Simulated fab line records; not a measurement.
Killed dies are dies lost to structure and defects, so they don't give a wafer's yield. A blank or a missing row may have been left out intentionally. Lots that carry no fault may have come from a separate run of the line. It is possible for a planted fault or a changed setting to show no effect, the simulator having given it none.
Commonality check across tools ; flow sky130 ; Lots sampled 11, wafers sampled 42

== REASON FOR OPENING ==
SKY_LDD_HVN_OVL_MEAS_07, reading LDD_HVN_OVL: flagged on 3 of 11 lots. No-fault wafers: -0.7 nm, standard deviation 1.3.
Rule: a lot is flagged in two cases, either no wafer of it has a number, or all its wafers with numbers fall more than 4 standard deviations from that mean. The other lots count as sound.

lot;measured;on;LDD_HVN_OVL (nm), wafer by wafer;flag
L708;day 20 08:50;overlay-01;-0.2 -1.1 -0.3;
L710;day 21 07:04;overlay-02;-2.0 -3.7 -2.9;
L711;day 21 16:26;overlay-02;-0.1 -1.5 -1.0;
L714;day 22 19:43;overlay-02;0.8 -0.7 0.4;
L715;day 22 22:47;overlay-01;-1.4 -0.3 -0.4;
L717;day 24 08:35;overlay-01;-1.8 -2.1 -2.3;
L719;day 24 16:37;overlay-02;-52.6 -52.9 -53.9 -53.0 -53.4 -54.0;FLAGGED
L720;day 24 22:52;overlay-01;-54.8 -52.9 -54.0 -56.2 -53.9 -54.4;FLAGGED
L724;day 26 06:08;overlay-01;-52.8 -53.6 -52.7 -53.1 -54.0 -53.7;FLAGGED
L726;day 27 01:22;overlay-02;0.1 -1.0 0.4;
L730;day 28 09:23;overlay-01;-0.5 -2.1 -1.3;
The numbers of the flagged lots are -53.7 nm on average: -53.0 nm against the usual, or -41 standard deviations.

== LOT BY LOT: THE TOOL USED ==
Before the reading, the record contains 2 process steps out of a 708-step route. Each cell gives the tool, then ch followed by the chambers the sampled wafers passed through, then the start.
lot;flag;SKY_NWELL_STRIP_14;SKY_LDD_HVN_EXPOSE_04
L708;;plasma_asher-04 ch 0,1, day 4 15:03;iline_stepper-02 ch 0, day 19 17:46
L710;;plasma_asher-01 ch 0,1, day 5 01:40;iline_stepper-01 ch 0, day 20 15:55
L711;;plasma_asher-04 ch 0,1, day 5 09:25;iline_stepper-01 ch 0, day 21 01:13
L714;;plasma_asher-01 ch 0,1, day 6 02:55;iline_stepper-02 ch 0, day 22 04:13
L715;;plasma_asher-02 ch 0,1, day 6 07:28;iline_stepper-02 ch 0, day 22 07:44
L717;;plasma_asher-01 ch 0,1, day 6 22:54;iline_stepper-01 ch 0, day 23 17:50
L719;FLAGGED;plasma_asher-02 ch 0,1, day 7 10:06;iline_stepper-01 ch 0, day 24 02:25
L720;FLAGGED;plasma_asher-02 ch 0,1, day 7 13:42;iline_stepper-01 ch 0, day 24 08:52
L724;FLAGGED;plasma_asher-04 ch 0,1, day 8 13:06;iline_stepper-01 ch 0, day 25 16:01
L726;;plasma_asher-02 ch 0,1, day 9 00:39;iline_stepper-02 ch 0, day 26 11:26
L730;;plasma_asher-01 ch 0,1, day 9 22:06;iline_stepper-02 ch 0, day 27 19:23
What these steps do:
- SKY_NWELL_STRIP_14: strips in O2/N2.
- SKY_LDD_HVN_EXPOSE_04: exposes mask HVNTM, target cd 700 nm.
- SKY_LDD_HVN_OVL_MEAS_07

== FLAGGED OVER TOTAL, TOOL BY TOOL (the gauges that took the reading come last) ==
step;tool;lots run;flagged;share of the flagged lots;sound lots run after its first flagged lot
SKY_NWELL_STRIP_14;plasma_asher-01;4;0;none;-
SKY_NWELL_STRIP_14;plasma_asher-02;4;2;some;1 (L726)
SKY_NWELL_STRIP_14;plasma_asher-04;3;1;some;0
SKY_LDD_HVN_EXPOSE_04;iline_stepper-01;6;3;all;0
SKY_LDD_HVN_EXPOSE_04;iline_stepper-02;5;0;none;-
SKY_LDD_HVN_OVL_MEAS_07;overlay-01;6;2;some;1 (L730)
SKY_LDD_HVN_OVL_MEAS_07;overlay-02;5;1;some;1 (L726)

== WHAT THE TABLE ALLOWS ==
1 row of the table ran every flagged lot: iline_stepper-01 at SKY_LDD_HVN_EXPOSE_04.
- iline_stepper-01 at SKY_LDD_HVN_EXPOSE_04: 3 of its 6 lots flagged. A fault beginning between L717 (day 23 17:50), its last sound lot, and L719 (day 24 02:25), its first flagged one, fits the data.
Just one tool remains: iline_stepper-01 at SKY_LDD_HVN_EXPOSE_04.

== WHAT HAD BEEN PUT IN BY THE SIMULATOR ==
Scanner matching overlay: iline_stepper-01, from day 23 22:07 on, at SKY_LDD_HVN_EXPOSE_04. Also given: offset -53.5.
Shown lots that were struck: L719, L720, L724. The same result came from the rule above.
